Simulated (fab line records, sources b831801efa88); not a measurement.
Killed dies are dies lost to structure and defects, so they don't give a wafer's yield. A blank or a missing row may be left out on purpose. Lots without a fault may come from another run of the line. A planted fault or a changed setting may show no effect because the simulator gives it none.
fab line records | flow gf180mcu | part 1 of 2: steps 1 to 38 of 39
record lots=6 wafers=18 last_day=34
route steps=602 shown M3@419 V3@429 M4@456 PASSIVATION@602
lots that met no fault: from a run of the same line without faults
start_h: hours from the record's first day to the start of the lot's first wafer shown | wait_h: hours since the lot's step before | " the same as in the row above | L1.1+2: a row that stands for several wafers | - no value, or no start given | * or withheld: withheld | < > ~ a bound
route shown NAME@n: a module of which the file shows steps, and the number in the route of the first | usual: mean/standard deviation of fault-free wafers | same: alike in all rows | chamber/n: place in a boat | sites: the reading at each site | _std_site: their standard deviation | _edge_site: outer sites' mean less inner sites' | radius_mm: how far each site lies from the wafer's centre | mask NAME#n: copy n | behind: the tool/chamber that last shaped the wafer | hold: why the lot was held/for how many hours/how that ended | device: the transistor (n, p or np) that didn't switch | end of line: the same wafers' tests at the end of the route | a step without rows: its recipe alone | killed: dies lost to structure and defects at the first sort, not the wafer's yield | map: a wafer's dies, x killed, . not, _ none there
set.NAME: the setting as run; set.NAME@STEP: as run at that earlier step | model.NAME: the simulator's own value behind a step, which no gauge read
lots at some steps of the route; a table a step, a row a wafer
services: from which hour (start_h, from the record's first day; less than 0 if before it) a tool's chamber was out of use, for how many hours, and why
## steps
# step GF_M3_SOFTBAKE_10
# recipe temp_c=130 time_s=60 resist=KrF
# step GF_M3_EXPOSE_11
# recipe mask_id=Metal3 target_cd_nm=280 na=0.68 source_shape=conventional sigma_outer=0.6 dose_mj=28
# step GF_M3_PEB_12
# recipe peb_temp_c=135 peb_time_s=90 resist=KrF
# step GF_M3_DEVELOP_13
# recipe develop_time_s=60 dev_temp_c=21
# step GF_M3_CD_MEAS_14
# recipe target_cd_nm=280
# usual cd_nm=279.8/1.5
# columns lot.wafer tool chamber start_h wait_h cd_nm
L283.1 cd_sem-02 - 505.45 0.1 282.1
L283.5 " - " " 282.6
L283.6 " - " " 280.9
L285.2 cd_sem-01 - 516.22 0.1 278.8
L285.4 " - " " 278.9
L285.6 " - " " 279.0
L295.1 cd_sem-01 - 602.92 0.1 279.5
L295.4 " - " " 279.1
L295.5 " - " " 280.5
L296.1 cd_sem-01 - 612.55 0.1 278.9
L296.2 " - " " 279.0
L296.3 " - " " 277.6
L304.3 cd_sem-02 - 672.89 0.1 278.3
L304.5 " - " " 278.6
L304.6 " - " " 279.1
L305.4 cd_sem-01 - 676.61 0.1 280.6
L305.5 " - " " 280.0
L305.6 " - " " 280.5
# step GF_M3_OVL_MEAS_15
# usual M3_OVL=1/4.7
# columns lot.wafer tool chamber start_h wait_h M3_OVL[nm]
L283.1 overlay-01 - 505.57 0.1 8
L283.5 " - " " 9
L283.6 " - " " 12
L285.2 overlay-02 - 516.33 0.1 0
L285.4 " - " " 0
L285.6 " - " " -5
L295.1 overlay-01 - 603.04 0.1 2
L295.4 " - " " -4
L295.5 " - " " 4
L296.1 overlay-02 - 612.67 0.1 11
L296.2 " - " " 10
L296.3 " - " " 3
L304.3 overlay-01 - 672.99 0.1 -1
L304.5 " - " " 5
L304.6 " - " " 5
L305.4 overlay-02 - 676.69 0.1 -1
L305.5 " - " " 2
L305.6 " - " " 1
# step GF_M3_METAL_ETCH_16
# recipe chemistry=Cl2/BCl3 mask_material=KrF target_depth_nm=627.5 stop_on=SiO2 pressure_mtorr=8 icp_w=800 bias_w=140 Cl2_flow_sccm=80 bcl3_flow_sccm=40 time_s=104.6
# usual drypump_motor_current_A=5.9/0.37 oes_product_au=0.974/0.0067 throttle_valve_pct=28.246/0.011
# same time_s=104.6
# columns lot.wafer tool chamber start_h wait_h drypump_motor_current_A oes_product_au rf_hours_counter_h throttle_valve_pct
L283.1 rie_metal-04 1 505.61 0.0 5.6 0.965 11 28.251
L283.5 " 1 " " 5.6 0.975 - 28.250
L283.6 " 0 " " 5.7 0.989 - 28.239
L285.2 rie_metal-02 0 516.36 0.0 6.0 0.973 8 28.255
L285.4 " 0 " " 6.0 0.977 - 28.239
L285.6 " 1 " " 6.7 0.975 - 28.249
L295.1 rie_metal-04 0 603.08 0.0 5.7 0.971 7 28.236
L295.4 " 1 " " 5.6 0.975 - 28.259
L295.5 " 1 " " 5.6 0.966 - 28.240
L296.1 rie_metal-02 0 612.70 0.0 6.0 0.977 11 28.242
L296.2 " 0 " " 6.0 0.970 - 28.248
L296.3 " 0 " " 6.0 0.977 - 28.253
L304.3 rie_metal-04 1 673.05 0.1 5.6 0.977 - 28.237
L304.5 " 0 " " 5.7 0.980 - 28.234
L304.6 " 1 " " 5.5 0.973 - 28.243
L305.4 rie_metal-01 1 676.75 0.0 5.7 0.983 - 28.242
L305.5 " 0 " " 6.0 0.976 - 28.242
L305.6 " 1 " " 5.7 0.974 - 28.239
# step GF_M3_STRIP_17
# recipe chemistry=O2/N2 power_w=1400 pressure_mtorr=1500 platen_temp_c=250 o2_flow_sccm=3000 n2_flow_sccm=300 overash_fraction=0.5
# usual drypump_motor_current_A=5.9/0.33 heater_power_w=341/36 oes_product_au=0.557/0.0048 strip_time_to_endpoint_s=7.86/0.061
# columns lot.wafer tool chamber start_h wait_h drypump_motor_current_A heater_power_w oes_product_au rf_hours_counter_h strip_time_to_endpoint_s
L283.1 plasma_asher-02 1 505.72 0.1 5.8 320 0.559 43 7.93
L283.5 " 1 " " 5.8 318 0.567 - 7.94
L283.6 " 0 " " 6.1 348 0.556 - 7.81
L285.2 plasma_asher-01 1 516.47 0.1 5.8 397 0.554 9 7.77
L285.4 " 1 " " 5.8 405 0.558 - 7.80
L285.6 " 1 " " 5.8 409 0.562 - 7.88
L295.1 plasma_asher-01 0 603.19 0.1 6.1 357 0.567 16 7.89
L295.4 " 1 " " 5.8 406 0.556 - 7.89
L295.5 " 1 " " 5.8 401 0.565 - 7.91
L296.1 plasma_asher-02 0 612.93 0.2 6.1 350 0.553 55 7.82
L296.2 " 1 " " 5.8 322 0.561 55 7.80
L296.3 " 1 " " 5.8 320 0.554 - 7.81
L304.3 plasma_asher-04 1 673.15 0.1 5.3 286 0.556 - 7.92
L304.5 " 0 " " 6.5 301 0.558 - 7.87
L304.6 " 1 " " 5.3 285 0.563 - 7.94
L305.4 plasma_asher-02 1 676.85 0.1 5.8 330 0.565 - 7.83
L305.5 " 0 " " 6.1 341 0.565 - 7.97
L305.6 " 1 " " 5.8 327 0.560 - 7.86
# step GF_M3_STRIP_18
# recipe chemistry=post_etch_residue_remover time_s=1200 temp_c=72.5
# step GF_M3_CLEAN_19
# recipe chemistry=DIW dry=n2_spin
# step GF_V3_CVD_00
# recipe material=SiO2 target_thk_nm=600 sigma_open_frac=0.3 temp_c=400 time_s=100 sih4_flow_sccm=60 pressure_mtorr=6
# step GF_V3_THK_MEAS_01
# recipe reads=SiO2_of_V3_CVD_00
# usual V3_CVD_00_THK=603/8.7
# columns lot.wafer tool chamber start_h wait_h V3_CVD_00_THK[nm]
L283.1 film_metro-03 - 506.37 0.0 609
L283.5 " - " " 606
L283.6 " - " " 608
L285.2 film_metro-03 - 517.10 0.0 592
L285.4 " - " " 595
L285.6 " - " " 596
L295.1 film_metro-01 - 603.82 0.0 602
L295.4 " - " " 586
L295.5 " - " " 594
L296.1 film_metro-01 - 613.57 0.0 609
L296.2 " - " " 594
L296.3 " - " " 597
L304.3 film_metro-01 - 673.85 0.1 590
L304.5 " - " " 602
L304.6 " - " " 594
L305.4 film_metro-01 - 677.50 0.0 611
L305.5 " - " " 608
L305.6 " - " " 613
# step GF_V3_CVD_02
# recipe material=SiO2 target_thk_nm=850 precursor=TEOS temp_c=400 time_s=94.851 rf_w=600
# usual heater_power_w=672/100
# columns lot.wafer tool chamber start_h wait_h heater_power_w model.SiO2_of_V3_CVD_02.thk_nm
L283.1 pecvd-03 1 506.43 0.1 833 816.3
L283.5 " 0 " " 539 867.3
L283.6 " 2 " " 481 860
L285.2 pecvd-04 2 517.15 0.0 614 847
L285.4 " 0 " " 644 869.6
L285.6 " 1 " " 881 854.4
L295.1 pecvd-03 0 603.88 0.1 635 545
L295.4 " 1 " " 746 838.7
L295.5 " 2 " " 496 864.4
L296.1 pecvd-03 1 613.63 0.1 731 832.7
L296.2 " 2 " " 617 856
L296.3 " 0 " " 627 556
L304.3 pecvd-01 0 673.89 0.0 618 835.9
L304.5 " 2 " " 757 844.9
L304.6 " 0 " " 640 846.1
L305.4 pecvd-04 2 677.56 0.1 590 863.7
L305.5 " 0 " " 805 856
L305.6 " 1 " " 930 850.7
# step GF_V3_THK_MEAS_03
# recipe reads=SiO2_of_V3_CVD_02
# usual V3_CVD_02_THK=849/14
# columns lot.wafer tool chamber start_h wait_h V3_CVD_02_THK[nm]
L283.1 film_metro-01 - 506.50 0.0 816
L283.5 " - " " 867
L283.6 " - " " 860
L285.2 film_metro-01 - 517.23 0.0 847
L285.4 " - " " 870
L285.6 " - " " 854
L295.1 film_metro-02 - 603.95 0.0 545
L295.4 " - " " 839
L295.5 " - " " 865
L296.1 film_metro-01 - 613.69 0.0 833
L296.2 " - " " 856
L296.3 " - " " 556
L304.3 film_metro-02 - 673.98 0.1 836
L304.5 " - " " 845
L304.6 " - " " 847
L305.4 film_metro-02 - 677.63 0.0 863
L305.5 " - " " 856
L305.6 " - " " 851
# step GF_V3_CMP_04
# recipe material=SiO2 down_force_psi=4 platen_rpm=60 pad_velocity_m_s=0.94248
# usual motor_current_A=11.7/1.6 time_to_endpoint_s=81/6
# columns lot.wafer tool chamber start_h wait_h motor_current_A time_to_endpoint_s
L283.1 cmp-02 1 506.56 0.1 14.8 70
L283.5 " 1 " " 13.4 91
L283.6 " 2 " " 10.4 90
L285.4 cmp-01 1 517.33 0.1 10.0 89
L285.2 " 2 " " 12.2 79
L285.6 " 1 " " 9.8 84
L295.1 cmp-01 2 604.11 0.1 12.3 40
L295.4 " 3 " " 13.7 71
L295.5 " 1 " " 9.8 85
L296.2 cmp-01 0 613.75 0.0 10.0 84
L296.1 " 2 " " 11.7 76
L296.3 " 3 " " 13.8 38
L304.3 cmp-02 1 674.07 0.1 14.2 75
L304.6 " 0 " " 12.9 82
L304.5 " 1 " " 14.5 82
L305.4 cmp-01 1 677.66 0.0 10.1 88
L305.6 " 1 " " 10.1 86
L305.5 " 2 " " 11.4 83
# step GF_V3_BOW_MEAS_05
# recipe mode=bow
# usual V3_BOW=118/7.7
# columns lot.wafer tool chamber start_h wait_h V3_BOW[um]
L283.1 film_metro-03 - 506.86 0.2 124
L283.5 " - " " 108
L283.6 " - " " 114
L285.2 film_metro-01 - 517.60 0.2 115
L285.4 " - " " 111
L285.6 " - " " 97
L295.1 film_metro-03 - 604.31 0.1 103
L295.4 " - " " 113
L295.5 " - " " 112
L296.1 film_metro-02 - 614.05 0.1 116
L296.2 " - " " 99
L296.3 " - " " 109
L304.3 film_metro-02 - 674.36 0.2 117
L304.5 " - " " 112
L304.6 " - " " 114
L305.4 film_metro-01 - 678.02 0.3 113
L305.5 " - " " 112
L305.6 " - " " 114
# step GF_V3_DEHYDRATE_06
# recipe temp_c=200 time_s=60
# step GF_V3_HMDS_07
# recipe prime_time_s=60 prime_temp_c=120
# step GF_V3_COAT_08
# recipe resist=BARC temp_c=withheld time_s=withheld spin_rpm=withheld resist_thk_nm=withheld
# step GF_V3_COAT_09
# recipe resist=KrF spin_rpm=withheld resist_thk_nm=1000
# step GF_V3_SOFTBAKE_10
# recipe temp_c=130 time_s=60 resist=KrF
# step GF_V3_EXPOSE_11
# recipe mask_id=Via3 target_cd_nm=260 na=0.68 source_shape=conventional sigma_outer=0.6 dose_mj=38
# step GF_V3_PEB_12
# recipe peb_temp_c=135 peb_time_s=90 resist=KrF
# step GF_V3_DEVELOP_13
# recipe develop_time_s=60 resist=KrF dev_temp_c=21
# step GF_V3_CD_MEAS_14
# recipe target_cd_nm=260
# usual cd_nm=260.3/1.4
# columns lot.wafer tool chamber start_h wait_h cd_nm
L283.1 cd_sem-01 - 530.32 0.1 259.0
L283.5 " - " " 259.4
L283.6 " - " " 258.5
L285.2 cd_sem-02 - 540.74 0.1 259.7
L285.4 " - " " 259.6
L285.6 " - " " 261.1
L295.1 cd_sem-02 - 625.55 0.1 260.3
L295.4 " - " " 259.8
L295.5 " - " " 260.4
L296.1 cd_sem-01 - 634.80 0.2 260.2
L296.2 " - " " 259.8
L296.3 " - " " 260.3
L304.3 cd_sem-01 - 693.30 0.1 262.5
L304.5 " - " " 261.7
L304.6 " - " " 262.0
L305.4 cd_sem-02 - 696.78 0.1 258.9
L305.5 " - " " 258.0
L305.6 " - " " 259.4
# step GF_V3_OVL_MEAS_15
# usual V3_OVL=0/6.3
# columns lot.wafer tool chamber start_h wait_h V3_OVL[nm]
L283.1 overlay-02 - 530.44 0.1 2
L283.5 " - " " 1
L283.6 " - " " -3
L285.2 overlay-02 - 540.85 0.1 2
L285.4 " - " " 6
L285.6 " - " " 3
L295.1 overlay-02 - 625.67 0.1 -9
L295.4 " - " " -9
L295.5 " - " " -10
L296.1 overlay-02 - 634.94 0.1 -9
L296.2 " - " " 4
L296.3 " - " " -3
L304.3 overlay-01 - 693.40 0.1 7
L304.5 " - " " -2
L304.6 " - " " 9
L305.4 overlay-02 - 696.86 0.1 -7
L305.5 " - " " -7
L305.6 " - " " -8
# step GF_V3_ETCH_16
# recipe chemistry=N2/H2 target_depth_a=withheld overetch_a=withheld time_s=withheld target=BARC ion_energy_ev=200 source_w=500 bias_w=100 pressure_mtorr=30 n2_flow_sccm=100 h2_flow_sccm=200
# usual drypump_motor_current_A=5.9/0.48 oes_product_au=0.855/0.005 throttle_valve_pct=13.225/0.0091
# columns lot.wafer tool chamber start_h wait_h drypump_motor_current_A oes_product_au throttle_valve_pct
L283.1 rie_diel-02 0 530.48 0.0 6.1 0.861 13.226
L283.5 " 2 " " 6.3 0.853 13.225
L283.6 " 1 " " 5.7 0.853 13.218
L285.2 rie_diel-03 0 540.88 0.0 6.4 0.846 13.224
L285.4 " 1 " " 5.1 0.857 13.204
L285.6 " 0 " " 6.5 0.856 13.223
L295.1 rie_diel-02 3 625.71 0.0 6.0 0.853 13.233
L295.4 " 1 " " 5.6 0.860 13.217
L295.5 " 3 " " 6.0 0.858 13.229
L296.1 rie_diel-03 3 634.98 0.0 5.1 0.853 13.224
L296.2 " 1 " " 5.2 0.851 13.221
L296.3 " 0 " " 6.5 0.860 13.223
L304.3 rie_diel-04 1 693.42 0.0 6.0 0.854 13.220
L304.5 " 0 " " 6.0 0.853 13.245
L304.6 " 1 " " 6.0 0.848 13.231
L305.4 rie_diel-04 1 696.90 0.0 6.0 0.858 13.222
L305.5 " 0 " " 6.1 0.858 13.231
L305.6 " 3 " " 6.1 0.857 13.212
# step GF_V3_ETCH_17
# recipe chemistry=C4F8/O2/Ar mask_material=KrF target=SiO2 stop_on=TiN source_w=1500 bias_w=1200 pressure_mtorr=40 c4f8_flow_sccm=withheld O2_flow_sccm=6 Ar_flow_sccm=300 time_s=withheld target_depth_a=6350
# usual oes_product_au=0.856/0.0045
# columns lot.wafer tool chamber start_h wait_h oes_product_au model.V3.feature_depth_nm model.etch.depth_nm
L283.1 rie_diel-02 0 - - 0.847 632.2 632.2
L283.5 " 2 " " 0.854 632.8 632.8
L283.6 " 1 " " 0.848 634.6 634.6
L285.2 rie_diel-03 0 - - 0.857 634.1 634.1
L285.4 " 1 " " 0.857 634 634
L285.6 " 0 " " 0.857 633.9 633.9
L295.1 rie_diel-02 3 - - 0.799 545 545
L295.4 " 1 " " 0.855 631.9 631.9
L295.5 " 3 " " 0.858 632.7 632.7
L296.1 rie_diel-03 3 - - 0.865 634.6 634.6
L296.2 " 1 " " 0.860 633.7 633.7
L296.3 " 0 " " 0.799 556 556
L304.3 rie_diel-04 1 - - 0.859 633.7 633.7
L304.5 " 0 " " 0.860 633.4 633.4
L304.6 " 1 " " 0.850 633 633
L305.4 rie_diel-04 1 - - 0.857 633.6 633.6
L305.5 " 0 " " 0.849 630.9 630.9
L305.6 " 3 " " 0.862 633.3 633.3
# step GF_V3_STRIP_18
# recipe chemistry=O2/N2 power_w=1400 pressure_mtorr=1500 platen_temp_c=250 o2_flow_sccm=3000 n2_flow_sccm=300 overash_fraction=0.5
# step GF_V3_STRIP_19
# recipe chemistry=post_etch_residue_remover time_s=1200 temp_c=72.5
# step GF_V3_CLEAN_20
# recipe chemistry=DIW dry=n2_spin
# step GF_V3_SPUTTER_21
# recipe material=Ti target_thk_nm=15 chamber_pressure_pa=5 power_w=2500 substrate_temp_c=200 time_s=80.02
# usual throttle_valve_pct=30.6/1.2
# same time_s=80.02
# columns lot.wafer tool chamber start_h wait_h throttle_valve_pct
L283.1 pvd_sputter-03 - 531.14 0.0 30.2
L283.5 " - " " 29.6
L283.6 " - " " 30.3
L285.2 pvd_sputter-04 - 541.58 0.0 32.4
L285.4 " - " " 31.5
L285.6 " - " " 31.9
L295.1 pvd_sputter-04 - 626.41 0.0 31.0
L295.4 " - " " 30.6
L295.5 " - " " 31.1
L296.1 pvd_sputter-04 - 635.68 0.0 30.2
L296.2 " - " " 30.8
L296.3 " - " " 31.2
L304.3 pvd_sputter-04 - 694.11 0.0 29.7
L304.5 " - " " 31.2
L304.6 " - " " 30.8
L305.4 pvd_sputter-02 - 697.58 0.0 30.9
L305.5 " - " " 27.4
L305.6 " - " " 31.0
# step GF_V3_SPUTTER_22
# recipe material=TiN target_thk_nm=10 chamber_pressure_pa=5 power_w=4000 time_s=40
# step GF_V3_CVD_23
# recipe material=W target_thk_nm=350 time_s=104.9 temp_c=400 pressure_torr=40
# usual heater_power_w=753/120
# same time_s=104.9
# columns lot.wafer tool chamber start_h wait_h heater_power_w
L283.1 cvd_w-02 0 531.24 0.0 879
L283.5 " 1 " " 583
L283.6 " 0 " " 883
L285.2 cvd_w-02 1 541.68 0.0 589
L285.4 " 0 " " 881
L285.6 " 0 " " 887
L295.1 cvd_w-02 0 626.51 0.0 872
L295.4 " 0 " " 882
L295.5 " 0 " " 872
L296.1 cvd_w-02 1 635.78 0.0 594
L296.2 " 0 " " 885
L296.3 " 1 " " 594
L304.3 cvd_w-02 1 694.26 0.1 596
L304.5 " 1 " " 587
L304.6 " 0 " " 897
L305.4 cvd_w-01 0 697.68 0.0 851
L305.5 " 0 " " 840
L305.6 " 1 " " 690
# step GF_V3_RS_MEAS_24
# recipe thk_meas_gauge=four-point-probe reads=W_of_V3_CVD_23+TiN_of_V3_SPUTTER_22+Ti_of_V3_SPUTTER_21
# usual V3_W_RS=0.328/0.0039
# columns lot.wafer tool chamber start_h wait_h V3_W_RS[ohm/sq]
L283.1 film_metro-02 - 531.35 0.1 0.327
L283.5 " - " " 0.331
L283.6 " - " " 0.323
L285.2 film_metro-02 - 541.81 0.1 0.328
L285.4 " - " " 0.325
L285.6 " - " " 0.328
L295.1 film_metro-01 - 626.62 0.1 0.329
L295.4 " - " " 0.326
L295.5 " - " " 0.327
L296.1 film_metro-02 - 635.89 0.1 0.337
L296.2 " - " " 0.324
L296.3 " - " " 0.338
L304.3 film_metro-03 - 694.37 0.1 0.332
L304.5 " - " " 0.331
L304.6 " - " " 0.323
L305.4 film_metro-01 - 697.82 0.1 0.324
L305.5 " - " " 0.325
L305.6 " - " " 0.325
# step GF_V3_THK_MEAS_25
# recipe thk_meas_gauge=xrf reads=W_of_V3_CVD_23
# usual V3_W_THK=360/6.6
# columns lot.wafer tool chamber start_h wait_h V3_W_THK[nm]
L283.1 film_metro-02 - 531.47 0.1 358
L283.5 " - " " 355
L283.6 " - " " 365
L285.2 film_metro-02 - 541.92 0.1 359
L285.4 " - " " 363
L285.6 " - " " 360
L295.1 film_metro-01 - 626.74 0.1 353
L295.4 " - " " 353
L295.5 " - " " 349
L296.1 film_metro-02 - 636.01 0.1 351
L296.2 " - " " 364
L296.3 " - " " 350
L304.3 film_metro-03 - 694.47 0.1 359
L304.5 " - " " 360
L304.6 " - " " 368
L305.4 film_metro-01 - 697.91 0.1 356
L305.5 " - " " 353
L305.6 " - " " 354
# step GF_V3_CMP_26
# recipe stop_on=SiO2 down_force_psi=3.5 platen_rpm=60 t_overpolish_s=15 target_thk_nm=0 pad_velocity_m_s=0.94248
# usual motor_current_A=11.0/1.4 overpolish_run_s=14.999/0.0091 time_to_endpoint_s=85/3.7
# columns lot.wafer tool chamber start_h wait_h motor_current_A overpolish_run_s time_to_endpoint_s model.SiO2_of_V3_CVD_02.thk_nm
L283.1 cmp-01 1 531.68 0.2 9.1 14.993 89 628.4
L283.5 " 2 " " 11.4 14.999 91 629.1
L283.6 " 3 " " 12.8 15.003 85 630.8
L285.4 cmp-02 3 542.02 0.1 11.5 14.997 85 630.2
L285.2 " 1 " " 13.7 15.008 85 630.4
L285.6 " 3 " " 11.6 15.006 87 630.1
L295.4 cmp-02 2 626.80 0.0 9.8 14.998 91 628.1
L295.1 " 0 " " 11.6 14.995 90 541.2
L295.5 " 3 " " 11.9 14.995 84 628.9
L296.2 cmp-02 0 636.12 0.1 12.8 14.995 85 629.9
L296.1 " 1 " " 13.2 15.001 83 630.8
L296.3 " 2 " " 9.4 15.024 84 552.2
L304.3 cmp-01 0 694.56 0.1 9.2 14.985 80 629.9
L304.5 " 3 " " 12.6 15.001 77 629.6
L304.6 " 0 " " 9.0 15.008 85 629.3
L305.4 cmp-02 2 698.04 0.1 10.1 14.999 90 629.8
L305.5 " 0 " " 12.2 14.997 85 627.1
L305.6 " 1 " " 12.9 14.995 85 629.5
# step GF_M4_SPUTTER_00
# recipe material=Ti target_thk_nm=37.5 arriving_ion_energy_ev=80 substrate_temp_c=200 chamber_pressure_pa=2 power_w=4000 time_s=150
## key
first_sign step=GF_V3_THK_MEAS_03 reading=V3_CVD_02_THK direction=down sigmas=22 usual=849 struck=550
effect step=GF_V3_CMP_04 reading=time_to_endpoint_s direction=down sigmas=6.9 usual=* struck=*
effect step=GF_V3_ETCH_17 reading=oes_product_au direction=down sigmas=13 usual=0.856 struck=0.799
model_effect step=GF_V3_CVD_02 value=SiO2_of_V3_CVD_02.thk_nm without=859.9 struck=550.5
model_effect step=GF_V3_ETCH_17 value=V3.feature_depth_nm without=631.9 struck=550.5
model_effect step=GF_V3_CMP_26 value=SiO2_of_V3_CVD_02.thk_nm without=628.1 struck=546.7
model_effect step=GF_PASSIVATION_PROBE_99 value=etest.tester.sort_n_pass without=441.5 struck=273.5
met_at GF_V3_CVD_02
struck_wafers L295.1,L296.3
onset_between 506.43 603.88
fault kind=process_parameter_drift tool=pecvd-03 chamber=0 onset_h=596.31 steps=GF_V3_CVD_02 channel=target_thk_nm offset=-311.74 shape=step end_h=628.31 acts_in=these_recipes_only stated=850
